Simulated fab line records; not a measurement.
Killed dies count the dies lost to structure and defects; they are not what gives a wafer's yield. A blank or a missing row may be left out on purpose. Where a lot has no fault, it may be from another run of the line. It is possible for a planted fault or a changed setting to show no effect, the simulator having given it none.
fab line records | flow sky130
record: lots: 6 wafers: 18 last-day: 50
route steps=708 shown METAL3@559 VIA3@573 METAL4@598 PAD_OPEN@708
lots that met no fault: from a run of the same line without faults
start-h: the number of hours between the record's first day and the start of the first shown wafer of the lot | wait-h: how many hours have passed since the lot's step before this one | " unchanged from the row above | L1.1+2: several wafers, shown together as one row | - no value present, or no start provided | * or withheld: withheld | < > ~ a bound
route shown NAME@n: NAME is a module with steps in the file, n the number in the route of the first one | usual: mean and standard deviation over wafers with no fault | same: alike in all rows | chamber/n: place in a boat | sites: readings site by site | _std_site: how widely they spread, as a standard deviation | _edge_site: outer sites' mean less inner sites' | radius-mm: for every site, how far away it sits from the centre of the wafer | mask NAME#n: copy n | behind: tool/chamber where the wafer was last shaped | hold: why the lot was held/for how many hours/how that ended | device: names the non-switching transistor (n, p or np) | end of line: the route-end tests of the same wafers | where a step has no rows: the recipe by itself | killed: the dies lost at the first sort to structure and to defects; this is not the yield of the wafer | map: a wafer's dies, x killed, . not, _ none there
set.NAME: setting as actually run; set.NAME@STEP: the setting as run at that earlier step | model.NAME: the simulator's own value behind a step, which no gauge read
lots seen at some steps along the route; tables by step, rows by wafer
services: when a tool's chamber went out of use (start-h, in hours from the record's first day, below 0 if earlier), for how many hours, and the reason
== steps ==
step: SKY_METAL3_SOFTBAKE_09
recipe: temp-c: 100 time-s: 90 resist: KrF-thick
step: SKY_METAL3_EXPOSE_10
recipe: mask-id: MM3 na: 0.68 source-shape: annular sigma-inner: 0.4 sigma-outer: 0.8 target-cd-nm: 300 dose-mj: 28
step: SKY_METAL3_PEB_11
recipe: peb-temp-c: withheld peb-time-s: withheld resist: KrF-thick
step: SKY_METAL3_DEVELOP_12
recipe: develop-time-s: 60 resist: KrF-thick dev-temp-c: 21
step: SKY_METAL3_CD_MEAS_13
recipe: target-cd-nm: 300
usual: cd-nm: 300.2/1.4
columns lot.wafer tool chamber start-h wait-h cd-nm
L456.2 cd-sem-02 - 964.81 - 301.0
L456.4 " - " " 300.9
L456.6 " - " " 299.7
L461.1 cd-sem-02 - 991.77 - 299.2
L461.2 " - " " 299.3
L461.3 " - " " 299.0
L465.1 cd-sem-01 - 1036.07 - 300.8
L465.5 " - " " 300.9
L465.6 " - " " 299.7
L469.1 cd-sem-02 - 1041.27 - 300.1
L469.2 " - " " 300.2
L469.5 " - " " 298.6
L471.3 cd-sem-01 - 1055.29 - 301.6
L471.4 " - " " 300.0
L471.6 " - " " 301.2
L470.2 cd-sem-02 - 1056.27 - 298.8
L470.3 " - " " 300.1
L470.5 " - " " 298.3
step: SKY_METAL3_OVL_MEAS_14
usual: METAL3_OVL: 1/4.7
columns lot.wafer tool chamber start-h wait-h METAL3_OVL[nm]
L456.2 overlay-02 - 964.91 0.1 -4
L456.4 " - " " 2
L456.6 " - " " 0
L461.1 overlay-02 - 991.89 0.1 1
L461.2 " - " " 4
L461.3 " - " " 4
L465.1 overlay-02 - 1036.19 0.1 -3
L465.5 " - " " -5
L465.6 " - " " -4
L469.1 overlay-01 - 1041.39 0.1 0
L469.2 " - " " -6
L469.5 " - " " -7
L471.3 overlay-02 - 1055.38 0.1 3
L471.4 " - " " 0
L471.6 " - " " 1
L470.2 overlay-02 - 1056.38 0.1 1
L470.3 " - " " -1
L470.5 " - " " -5
step: SKY_METAL3_DESCUM_15
recipe: chemistry: O2 source-power-w: 150 bias-power-w: 0 pressure-mtorr: 10 temp-c: 40 time-s: 8
usual: drypump-motor-current-A: 5.6/0.49 oes-product-au: 0.997/0.011
columns lot.wafer tool chamber start-h wait-h drypump-motor-current-A oes-product-au rf-hours-counter-h
L456.2 rie-metal-04 1 964.94 0.0 6.3 1.003 17
L456.4 " 1 " " 6.3 1.006 -
L456.6 " 1 " " 6.2 1.008 -
L461.1 rie-metal-04 0 991.92 0.0 5.0 1.001 10
L461.2 " 0 " " 5.0 1.000 -
L461.3 " 0 " " 5.0 0.999 -
L465.1 rie-metal-03 1 1036.22 0.0 5.4 0.992 9
L465.5 " 1 " " 5.4 0.995 -
L465.6 " 0 " " 5.8 1.010 -
L469.1 rie-metal-01 1 1041.43 0.0 6.3 0.983 18
L469.2 " 0 " " 5.1 0.992 20
L469.5 " 1 " " 6.3 0.977 -
L471.3 rie-metal-01 0 1055.42 0.0 5.1 0.997 -
L471.4 " 1 " " 6.3 0.989 -
L471.6 " 0 " " 5.1 1.015 -
L470.2 rie-metal-03 0 1056.41 0.0 5.8 1.003 13
L470.3 " 0 " " 5.8 1.001 -
L470.5 " 1 " " 5.4 0.992 -
step: SKY_METAL3_ETCH_16
recipe: chemistry: N2/H2 target: BARC ion-energy-ev: 200 bias-w: 100 pressure-mtorr: 30 n2-flow-sccm: 100 h2-flow-sccm: 200 icp-w: 500 stop-on: SiO2 time-s: 88.2 target-depth-a: 600
usual: drypump-motor-current-A: 5.6/0.49 oes-product-au: 0.626/0.0046 throttle-valve-pct: 13.206/0.009
columns lot.wafer tool chamber start-h wait-h drypump-motor-current-A oes-product-au rf-hours-counter-h throttle-valve-pct
L456.2 rie-metal-04 1 964.97 0.0 6.2 0.631 17 13.204
L456.4 " 1 " " 6.3 0.621 - 13.229
L456.6 " 1 " " 6.2 0.623 - 13.204
L461.1 rie-metal-04 0 991.99 0.1 5.0 0.622 10 13.208
L461.2 " 0 " " 5.0 0.620 - 13.202
L461.3 " 0 " " 5.0 0.620 - 13.197
L465.1 rie-metal-03 1 1036.26 0.0 5.5 0.624 9 13.196
L465.5 " 1 " " 5.5 0.627 - 13.203
L465.6 " 0 " " 5.7 0.627 - 13.213
L469.1 rie-metal-01 1 1041.46 0.0 6.2 0.625 18 13.198
L469.2 " 0 " " 5.1 0.630 20 13.212
L469.5 " 1 " " 6.2 0.623 - 13.208
L471.3 rie-metal-01 0 1055.47 0.0 5.1 0.619 - 13.206
L471.4 " 1 " " 6.2 0.619 - 13.202
L471.6 " 0 " " 5.1 0.629 - 13.206
L470.2 rie-metal-03 0 1056.44 0.0 5.8 0.624 13 13.216
L470.3 " 0 " " 5.8 0.626 - 13.210
L470.5 " 1 " " 5.5 0.633 - 13.202
step: SKY_METAL3_ETCH_17
recipe: target: SiO2 stop-on: TiN chemistry: C4F8/O2/Ar source-w: 1500 bias-w: 1200 pressure-mtorr: 40 c4f8-flow-sccm: withheld O2_flow_sccm: 6 Ar_flow_sccm: 300 time-s: 3.9 target-depth-a: 150
step: SKY_METAL3_METAL_ETCH_18
recipe: target-depth-a: 8450 stop-on: SiO2 over-etch-frac: 0.3 time-s: 183.1 chemistry: Cl2/BCl3 resist-sidewall-deg: 88 pressure-mtorr: 10 icp-w: 900 bias-w: 48.5 Cl2_flow_sccm: 60 bcl3-flow-sccm: 30
step: SKY_METAL3_STRIP_19
recipe: chemistry: O2/N2 power-w: 1400 pressure-mtorr: 1500 platen-temp-c: withheld o2-flow-sccm: 3000 n2-flow-sccm: 300 overash-fraction: 0.5
step: SKY_METAL3_STRIP_20
recipe: chemistry: post-etch-residue-remover time-s: 1200 temp-c: 72.5
step: SKY_METAL3_CLEAN_21
recipe: chemistry: IPA time-s: 180 temp-c: 25
columns lot.wafer tool chamber start-h wait-h
L456.2+4+6 wet-bench-01 3 965.71 0.0
L461.1+2+3 wet-bench-01 2 992.82 0.0
L465.1+5+6 wet-bench-01 3 1037.33 0.0
L469.1+2+5 wet-bench-01 0 1042.19 0.0
L471.3+4+6 wet-bench-01 0 1056.18 0.0
L470.2+3+5 wet-bench-04 0 1057.21 0.0
step: SKY_METAL3_CLEAN_22
recipe: chemistry: O3/DIW dry: n2-spin
step: SKY_VIA3_HDPCVD_00
recipe: material: SiO2 target-thk-nm: 1635 sigma-open-frac: 0.3 time-s: 272.5 temp-c: 400 sih4-flow-sccm: 60 pressure-mtorr: 6
step: SKY_VIA3_THK_MEAS_01
recipe: reads: SiO2_of_VIA3_HDPCVD_00
usual: VIA3_HDPCVD_THK: 1634/18
columns lot.wafer tool chamber start-h wait-h VIA3_HDPCVD_THK[nm]
L456.2 film-metro-02 - 966.04 0.1 1634
L456.4 " - " " 1621
L456.6 " - " " 1641
L461.1 film-metro-02 - 993.14 0.1 1635
L461.2 " - " " 1627
L461.3 " - " " 1648
L465.1 film-metro-02 - 1037.65 0.1 1657
L465.5 " - " " 1621
L465.6 " - " " 1655
L469.1 film-metro-01 - 1042.51 0.1 1640
L469.2 " - " " 1668
L469.5 " - " " 1649
L471.3 film-metro-01 - 1056.51 0.1 1647
L471.4 " - " " 1656
L471.6 " - " " 1660
L470.2 film-metro-01 - 1057.53 0.1 1670
L470.3 " - " " 1636
L470.5 " - " " 1638
step: SKY_VIA3_CMP_02
recipe: material: SiO2 down-force-psi: 4 platen-rpm: 60 pad-velocity-m-s: 0.94248
step: SKY_VIA3_BOW_MEAS_03
recipe: mode: bow
usual: VIA3_BOW: 80/7.9
columns lot.wafer tool chamber start-h wait-h VIA3_BOW[um]
L456.2 film-metro-02 - 966.41 0.2 79
L456.4 " - " " 74
L456.6 " - " " 73
L461.1 film-metro-03 - 993.50 0.1 84
L461.2 " - " " 83
L461.3 " - " " 77
L465.1 film-metro-01 - 1038.01 0.2 75
L465.5 " - " " 85
L465.6 " - " " 80
L469.1 film-metro-01 - 1042.87 0.1 64
L469.2 " - " " 74
L469.5 " - " " 70
L471.3 film-metro-03 - 1056.89 0.2 71
L471.4 " - " " 89
L471.6 " - " " 74
L470.2 film-metro-02 - 1057.90 0.3 82
L470.3 " - " " 82
L470.5 " - " " 68
step: SKY_VIA3_DEHYDRATE_04
recipe: temp-c: 200 time-s: 60
step: SKY_VIA3_HMDS_05
recipe: prime-time-s: 60 prime-temp-c: 120
step: SKY_VIA3_COAT_06
recipe: resist: BARC temp-c: withheld time-s: withheld spin-rpm: 3000 resist-thk-nm: 60
step: SKY_VIA3_COAT_07
recipe: resist: KrF-thick spin-rpm: 3000 resist-thk-nm: 450
step: SKY_VIA3_SOFTBAKE_08
recipe: temp-c: 100 time-s: 90 resist: KrF-thick
step: SKY_VIA3_EXPOSE_09
recipe: mask-id: VIM3 na: 0.8 source-shape: annular sigma-inner: 0.55 sigma-outer: 0.85 target-cd-nm: 200 dose-mj: 38
step: SKY_VIA3_PEB_10
recipe: peb-temp-c: withheld peb-time-s: withheld resist: KrF-thick
step: SKY_VIA3_DEVELOP_11
recipe: develop-time-s: 60 resist: KrF-thick dev-temp-c: 21
step: SKY_VIA3_CD_MEAS_12
recipe: target-cd-nm: 200
usual: cd-nm: 200.2/1.2
columns lot.wafer tool chamber start-h wait-h cd-nm
L456.2 cd-sem-01 - 991.22 - 200.7
L456.4 " - " " 200.7
L456.6 " - " " 199.2
L461.1 cd-sem-02 - 1016.65 - 201.1
L461.2 " - " " 200.4
L461.3 " - " " 200.1
L465.1 cd-sem-02 - 1059.87 - 201.7
L465.5 " - " " 202.7
L465.6 " - " " 201.9
L469.1 cd-sem-01 - 1064.65 - 200.9
L469.2 " - " " 201.3
L469.5 " - " " 200.9
L471.3 cd-sem-01 - 1077.80 - 199.3
L471.4 " - " " 198.8
L471.6 " - " " 198.9
L470.2 cd-sem-01 - 1078.87 - 200.3
L470.3 " - " " 201.5
L470.5 " - " " 201.2
step: SKY_VIA3_OVL_MEAS_13
usual: VIA3_OVL: 4/6
columns lot.wafer tool chamber start-h wait-h VIA3_OVL[nm]
L456.2 overlay-02 - 991.33 0.1 11
L456.4 " - " " 7
L456.6 " - " " 4
L461.1 overlay-01 - 1016.77 0.1 4
L461.2 " - " " 6
L461.3 " - " " 4
L465.1 overlay-01 - 1059.99 0.1 22
L465.5 " - " " 11
L465.6 " - " " 12
L469.1 overlay-02 - 1064.77 0.1 12
L469.2 " - " " 14
L469.5 " - " " 5
L471.3 overlay-02 - 1077.89 0.1 0
L471.4 " - " " 1
L471.6 " - " " 6
L470.2 overlay-02 - 1078.98 0.1 -2
L470.3 " - " " -1
L470.5 " - " " 0
step: SKY_VIA3_ETCH_14
recipe: chemistry: N2/H2 target: BARC ion-energy-ev: 200 source-w: 500 bias-w: 100 pressure-mtorr: 30 n2-flow-sccm: 100 h2-flow-sccm: 200 stop-on: SiO2 time-s: 45.9 target-depth-a: 600
usual: drypump-motor-current-A: 5.5/0.43 oes-product-au: 0.855/0.0045 throttle-valve-pct: 13.225/0.0087
columns lot.wafer tool chamber start-h wait-h drypump-motor-current-A oes-product-au rf-hours-counter-h throttle-valve-pct
L456.2 rie-diel-02 1 991.36 0.0 6.0 0.855 23 13.225
L456.4 " 1 " " 6.0 0.859 - 13.228
L456.6 " 3 " " 6.1 0.857 - 13.229
L461.1 rie-diel-02 2 1016.81 0.0 5.2 0.858 23 13.231
L461.2 " 0 " " 5.0 0.854 11 13.215
L461.3 " 1 " " 6.0 0.855 24 13.212
L465.1 rie-diel-01 1 1060.03 0.0 4.9 0.859 6 13.215
L465.5 " 0 " " 5.1 0.860 - 13.226
L465.6 " 1 " " 5.0 0.859 - 13.228
L469.1 rie-diel-02 2 1064.81 0.0 5.2 0.854 25 13.225
L469.2 " 3 " " 6.0 0.851 0 13.222
L469.5 " 0 " " 5.0 0.863 - 13.227
L471.3 rie-diel-01 2 1077.91 0.0 5.4 0.847 22 13.218
L471.4 " 0 " " 5.2 0.862 4 13.212
L471.6 " 0 " " 5.2 0.857 - 13.225
L470.2 rie-diel-01 1 1079.01 0.0 5.0 0.859 7 13.215
L470.3 " 3 " " 5.7 0.852 13 13.225
L470.5 " 2 " " 5.4 0.851 - 13.230
step: SKY_VIA3_ETCH_15
recipe: target: SiO2 chemistry: C4F8/O2/Ar target-depth-nm: 507 stop-on: TiN mask-material: KrF-thick source-w: 1500 bias-w: 1200 pressure-mtorr: 40 c4f8-flow-sccm: withheld O2_flow_sccm: 6 Ar_flow_sccm: 300 time-s: 78
usual: oes-product-au: 0.946/0.005
columns lot.wafer tool chamber start-h wait-h oes-product-au rf-hours-counter-h
L456.2 rie-diel-02 1 991.40 0.0 0.948 23
L456.4 " 1 " " 0.947 -
L456.6 " 3 " " 0.942 -
L461.1 rie-diel-02 2 1016.85 0.0 0.953 23
L461.2 " 0 " " 0.950 11
L461.3 " 1 " " 0.949 25
L465.1 rie-diel-01 1 1060.07 0.0 0.942 6
L465.5 " 0 " " 0.944 -
L465.6 " 1 " " 0.948 -
L469.1 rie-diel-02 2 1064.85 0.0 0.939 25
L469.2 " 3 " " 0.941 0
L469.5 " 0 " " 0.940 -
L471.3 rie-diel-01 2 1077.96 0.0 0.939 22
L471.4 " 0 " " 0.947 4
L471.6 " 0 " " 0.952 -
L470.2 rie-diel-01 1 1079.05 0.0 0.954 7
L470.3 " 3 " " 0.953 13
L470.5 " 2 " " 0.950 -
step: SKY_VIA3_STRIP_16
recipe: chemistry: O2/N2 power-w: 1400 pressure-mtorr: 1500 platen-temp-c: withheld o2-flow-sccm: 3000 n2-flow-sccm: 300 overash-fraction: 0.5
step: SKY_VIA3_STRIP_17
recipe: chemistry: post-etch-residue-remover time-s: 1200 temp-c: 72.5
step: SKY_VIA3_CLEAN_18
recipe: chemistry: IPA time-s: 180 temp-c: 25
step: SKY_VIA3_CLEAN_19
recipe: chemistry: O3/DIW dry: n2-spin
step: SKY_VIA3_SPUTTER_20
recipe: material: TiN target-thk-nm: 20 chamber-pressure-pa: 5 power-w: 4000 time-s: 80
usual: throttle-valve-pct: 30.1/1.2
columns lot.wafer tool chamber start-h wait-h throttle-valve-pct
L456.2 pvd-sputter-03 - 992.11 0.0 31.0
L456.4 " - " " 29.5
L456.6 " - " " 31.6
L461.1 pvd-sputter-04 - 1017.50 0.0 32.5
L461.2 " - " " 29.3
L461.3 " - " " 27.1
L465.1 pvd-sputter-01 - 1060.81 0.0 31.3
L465.5 " - " " 29.6
L465.6 " - " " 30.9
L469.1 pvd-sputter-03 - 1065.55 0.0 29.6
L469.2 " - " " 29.9
L469.5 " - " " 29.7
L471.3 pvd-sputter-03 - 1078.61 0.0 30.1
L471.4 " - " " 29.3
L471.6 " - " " 30.1
L470.2 pvd-sputter-01 - 1079.74 0.0 29.7
L470.3 " - " " 31.1
L470.5 " - " " 31.1
step: SKY_VIA3_CVD_21
recipe: material: W target-thk-nm: 390 time-s: 117.31 temp-c: 400 pressure-torr: 40
step: SKY_VIA3_RS_MEAS_22
recipe: thk-meas-gauge: four-point-probe reads: W_of_VIA3_CVD_21+TiN_of_VIA3_SPUTTER_20
usual: VIA3_W_RS: 0.292/0.0047
columns lot.wafer tool chamber start-h wait-h VIA3_W_RS[ohm/sq]
L456.2 film-metro-03 - 992.31 0.1 0.286
L456.4 " - " " 0.298
L456.6 " - " " 0.286
L461.1 film-metro-02 - 1017.69 0.1 0.292
L461.2 " - " " 0.293
L461.3 " - " " 0.291
L465.1 film-metro-03 - 1060.99 0.1 0.295
L465.5 " - " " 0.286
L465.6 " - " " 0.290
L469.1 film-metro-02 - 1065.73 0.1 0.294
L469.2 " - " " 0.293
L469.5 " - " " 0.295
L471.3 film-metro-03 - 1078.83 0.1 0.292
L471.4 " - " " 0.296
L471.6 " - " " 0.296
L470.2 film-metro-01 - 1079.94 0.1 0.296
L470.3 " - " " 0.294
L470.5 " - " " 0.291
step: SKY_VIA3_THK_MEAS_23
recipe: thk-meas-gauge: xrf reads: W_of_VIA3_CVD_21
usual: VIA3_W_THK: 401/7.5
columns lot.wafer tool chamber start-h wait-h VIA3_W_THK[nm]
L456.2 film-metro-03 - 992.42 0.1 409
L456.4 " - " " 391
L456.6 " - " " 410
L461.1 film-metro-02 - 1017.81 0.1 405
L461.2 " - " " 402
L461.3 " - " " 410
L465.1 film-metro-03 - 1061.11 0.1 399
L465.5 " - " " 411
L465.6 " - " " 407
L469.1 film-metro-02 - 1065.85 0.1 396
L469.2 " - " " 394
L469.5 " - " " 389
L471.3 film-metro-03 - 1078.93 0.1 402
L471.4 " - " " 399
L471.6 " - " " 398
L470.2 film-metro-01 - 1080.05 0.1 397
L470.3 " - " " 403
L470.5 " - " " 405
step: SKY_VIA3_CMP_24
recipe: stop-on: SiO2 t-overpolish-s: 20 down-force-psi: 3.5 platen-rpm: 60 target-thk-nm: 0 pad-velocity-m-s: 0.94248
step: SKY_METAL4_SPUTTER_00
recipe: material: Ti target-thk-nm: 15 power-w: 3000 time-s: 10 chamber-pressure-pa: 0.4
step: SKY_METAL4_SPUTTER_01
recipe: material: TiN target-thk-nm: 20 power-w: 6500 time-s: 16.7 chamber-pressure-pa: 0.4
step: SKY_METAL4_SPUTTER_02
recipe: material: AlCu target-thk-nm: 735 power-w: 10600 time-s: 39.1 chamber-pressure-pa: 0.4
step: SKY_PAD_OPEN_PROBE_99
usual: defect-limited-yield: 82.3/2 killed_at_M0_to_M3: 45/7.5 killed_at_M4_up: 3.2/1.8 killed-at-contacts: 24/4.9 killed-at-front-end: 15/4.4 killed-at-other: 0.3/0.54 killed-dies: 87/9.8 killed-open: 47/6.4 killed-short: 40/6.5 sort_bin_3_pad_short: 0.9/0.44 sort_bin_5_function: 10.5/1.5 sort_bin_6_memory: 6.3/1.2 sort-n-pass: 405/9.8 sort-yield-pct: 82.3/2
same: gross-dies: 492 killed-at-back-side: 0 sort_bin_4_leakage[%]: 0 sort_bin_8_speed[%]: 0
columns lot.wafer tool chamber start-h wait-h defect-limited-yield[%] killed_at_M0_to_M3 killed_at_M4_up killed-at-contacts killed-at-front-end killed-at-other killed-dies killed-open killed-short sort_bin_3_pad_short[%] sort_bin_5_function[%] sort_bin_6_memory[%] sort-n-pass sort-yield-pct[%] model.etest.tester.sort-n-pass model.etest.tester.sort-yield-pct model.etest.tester.sort_bin_5_pct model.etest.tester.sort_bin_3_pct
L456.2 prober-02 - 1128.39 0.1 83.3 45 4 16 17 0 82 44 38 1.0 9.6 6.1 410 83.3 410 83.33 9.553 1.016
L456.4 prober-02 - 1128.49 0.2 80.1 53 2 38 5 0 98 59 39 0.4 13.0 6.5 394 80.1 394 80.08 13.01 0.4065
L456.6 prober-02 - 1128.59 0.2 80.3 49 6 22 20 0 97 53 44 1.0 12.8 5.9 395 80.3 395 80.28 12.8 1.016
L469.1 prober-01 - 1189.19 0.1 76.6 82 0 19 14 0 115 43 31 2.0 15.2 6.1 377 76.6 377 76.63 15.24 2.033
L469.2 prober-01 - 1189.24 0.1 75.0 84 3 26 10 0 123 35 35 2.8 15.2 6.9 369 75.0 369 75 15.24 2.846
L469.5 prober-01 - 1189.39 0.2 74.8 82 4 27 11 0 124 40 28 2.2 16.3 6.7 368 74.8 368 74.8 16.26 2.236
L471.3 prober-02 - 1197.69 0.2 71.7 96 4 24 15 0 139 42 33 2.8 17.9 7.5 353 71.7 353 71.75 17.89 2.846
L471.4 prober-02 - 1197.74 0.2 75.6 79 1 28 11 1 120 41 33 3.5 15.0 5.9 372 75.6 372 75.61 15.04 3.455
L471.6 prober-02 - 1197.84 0.2 74.4 88 4 23 11 0 126 40 36 3.0 15.2 7.3 366 74.4 366 74.39 15.24 3.049
L470.2 prober-01 - 1198.41 0.1 81.3 46 3 25 18 0 92 45 47 0.6 10.8 7.3 400 81.3 400 81.3 10.77 0.6098
L470.3 prober-01 - 1198.46 0.2 84.1 40 4 26 8 0 78 36 42 1.2 9.1 5.5 414 84.1 414 84.15 9.146 1.22
L470.5 prober-01 - 1198.56 0.2 80.7 53 3 19 20 0 95 49 46 0.4 12.6 6.3 397 80.7 397 80.69 12.6 0.4065
killed by level:class
L456.2 VIA1:geometric-particle:open=10 FIELD_ISO:geometric-particle:short=7 LI_CONTACT:geometric-particle:open=7 METAL2:geometric-particle:short=7 METAL1:geometric-particle:short=7 VIA2:geometric-particle:open=6 VIA1:geometric-particle:short=6 FIELD_ISO:geometric-particle:open=4
L456.4 CONTACT:geometric-particle:open=14 VIA1:geometric-particle:open=13 VIA2:geometric-particle:open=10 LI_CONTACT:geometric-particle:open=9 CONTACT:geometric-particle:short=8 LOCAL_INTERCONNECT:geometric-particle:short=6 METAL2:geometric-particle:short=5 VIA1:geometric-particle:short=5
L456.6 CONTACT:geometric-particle:open=13 VIA1:geometric-particle:open=9 VIA2:geometric-particle:open=9 POLY_GATE:geometric-particle:open=6 VIA1:geometric-particle:short=6 METAL4:geometric-particle:short=6 FIELD_ISO:geometric-particle:short=5 LI_CONTACT:geometric-particle:open=4
L469.1 METAL3:unspecified=41 VIA1:geometric-particle:open=8 VIA3:geometric-particle:open=8 CONTACT:geometric-particle:open=7 VIA1:geometric-particle:short=7 CONTACT:geometric-particle:short=5 VIA2:geometric-particle:short=5 FIELD_ISO:geometric-particle:open=4
L469.2 METAL3:unspecified=52 CONTACT:geometric-particle:open=13 METAL2:geometric-particle:short=8 VIA1:geometric-particle:open=7 CONTACT:geometric-particle:short=6 VIA2:geometric-particle:short=5 LI_CONTACT:geometric-particle:open=4 FIELD_ISO:geometric-particle:short=3
L469.5 METAL3:unspecified=56 LI_CONTACT:geometric-particle:open=8 CONTACT:geometric-particle:open=8 VIA1:geometric-particle:short=6 VIA3:geometric-particle:open=5 CONTACT:geometric-particle:short=5 VIA2:geometric-particle:open=5 VIA1:geometric-particle:open=4
L471.3 METAL3:unspecified=64 VIA1:geometric-particle:open=14 LI_CONTACT:geometric-particle:open=8 LOCAL_INTERCONNECT:geometric-particle:short=8 FIELD_ISO:geometric-particle:short=6 CONTACT:geometric-particle:open=6 POLY_GATE:geometric-particle:short=4 METAL1:geometric-particle:short=3
L471.4 METAL3:unspecified=46 CONTACT:geometric-particle:open=12 VIA1:geometric-particle:open=9 VIA3:geometric-particle:open=6 FIELD_ISO:geometric-particle:short=5 CONTACT:geometric-particle:short=5 LOCAL_INTERCONNECT:geometric-particle:short=5 LI_CONTACT:geometric-particle:short=4
L471.6 METAL3:unspecified=50 CONTACT:geometric-particle:open=12 METAL1:geometric-particle:short=8 VIA1:geometric-particle:open=7 VIA2:geometric-particle:open=6 FIELD_ISO:geometric-particle:short=5 LI_CONTACT:geometric-particle:open=5 METAL2:geometric-particle:short=5
L470.2 VIA1:geometric-particle:open=14 METAL2:geometric-particle:short=10 CONTACT:geometric-particle:open=7 LI_CONTACT:geometric-particle:open=6 LOCAL_INTERCONNECT:geometric-particle:short=6 METAL1:geometric-particle:short=6 FIELD_ISO:geometric-particle:open=5 FIELD_ISO:geometric-particle:short=4
L470.3 LI_CONTACT:geometric-particle:open=8 METAL1:geometric-particle:short=7 METAL2:geometric-particle:short=7 VIA1:geometric-particle:open=5 CONTACT:geometric-particle:short=5 CONTACT:geometric-particle:open=5 VIA2:geometric-particle:open=5 LI_CONTACT:geometric-particle:short=4
L470.5 FIELD_ISO:geometric-particle:short=11 VIA1:geometric-particle:open=11 METAL2:geometric-particle:short=8 VIA2:geometric-particle:open=8 VIA3:geometric-particle:open=6 LI_CONTACT:geometric-particle:open=6 CONTACT:geometric-particle:open=6 METAL1:geometric-particle:short=5
map L469.5 (x killed, . not)
__________x........._________
________x....xx......._______
______.......x.........._____
_____..............x.....____
____.............x...x...x___
___x...xxx.x..x...........x__
__xx.xxxx.x................._
_.x.xxxxx.x.x..xx.x..........
_xxxxxxxxx......x.x........xx
_.xxxxxxxxx.x..........x....x
_.xxxxxxxxxx.................
_xxxxxxxxxx.........x..x.....
_x...xxxx........x.......x..x
_..xxx..x............x.......
_.........x.......x.x...xx...
__x......x..........x......x_
___x.x..x..x......x........__
____..xx..xx..............___
_____.x......x...........____
______x..x...........x.._____
________x...x.xx......_______
__________.x.xx....._________
map L471.3 (x killed, . not)
__________.x...x...._________
________.xx..........._______
______...............x.._____
_____x..xx............x..____
____.x...xx......x..x.....___
___x.x..........x...xx..x..__
__.xxxxxx.x....x............_
_.xxxxxxxxxxx.x..x.x.....x...
_.xxxxxxxxxx...x..........x..
_.xxxxxxxxxxx............x..x
_.xxxxxxxxxx...x....x...x....
_.xxxxxxxx..x.....x..x.......
_.x.xxxxxxx..................
_x..x..x.x...xx.x..x.x.......
_...xx.x..x.x..x.....x.......
__......x.....x.........x..._
___......x...x.......x.....__
____.x...xx...x......x....___
_____...............x...x____
______..xx......x.x...x._____
________x.....x......._______
__________x.xx......_________
== services ==
columns tool chamber start-h hours kind
rie-diel-01 0 948.33 - clean
rie-diel-01 0 948.33 - consumable-replace:showerhead
rie-diel-01 0 948.33 18.6 scheduled-down
rie-diel-01 0 948.33 18.6 vent-cycle
rie-diel-02 3 957.85 8.0 repair
pvd-sputter-03 - 961.68 3.2 repair
rie-metal-01 0 962.68 7.9 repair
rie-metal-04 1 969.42 29.6 repair
rie-diel-02 - 976.95 2.6 repair
rie-diel-02 2 990.90 2.8 repair
pvd-sputter-03 - 996.32 3.9 repair
wet-bench-01 - 997.29 1.1 repair
rie-metal-01 - 1003.06 2.8 pm
rie-diel-02 - 1004.23 1.1 repair
rie-diel-02 3 1016.16 10.6 repair
rie-metal-01 0 1017.56 19.1 repair
pvd-sputter-03 - 1021.40 2.0 repair
rie-diel-01 - 1021.75 2.8 pm
pvd-sputter-01 - 1031.02 10.1 repair
rie-diel-02 3 1040.19 - clean
rie-diel-01 2 1049.82 7.2 repair
rie-diel-02 1 1057.85 10.4 repair
wet-bench-01 - 1058.56 2.2 repair
pvd-sputter-04 - 1070.35 13.2 repair
== key ==
first-sign: step: SKY_PAD_OPEN_PROBE_99 reading: killed_at_M0_to_M3 direction: up sigmas: 5.4 usual: 45 struck: 85
effect: step: SKY_PAD_OPEN_PROBE_99 reading: sort_bin_3_pad_short direction: up sigmas: 4.2 usual: 0.9 struck: 2.7
model-effect: step: SKY_PAD_OPEN_PROBE_99 value: etest.tester.sort-n-pass without: 412.8 struck: 367.5
met-at SKY_METAL3_CLEAN_21
struck-wafers L469.1,L469.2,L469.5,L471.3,L471.4,L471.6
onset-between 1037.33 1042.19
also-fits SKY_METAL3_DESCUM_15:rie-metal-01,SKY_METAL3_ETCH_16:rie-metal-01,SKY_VIA3_SPUTTER_20:pvd-sputter-03
fault: kind: chamber-particle-source tool: wet-bench-01 chamber: - onset-h: 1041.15 steps: SKY_METAL3_CLEAN_21 rate-per-visit-cm2: 0.71115 end-h: 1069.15
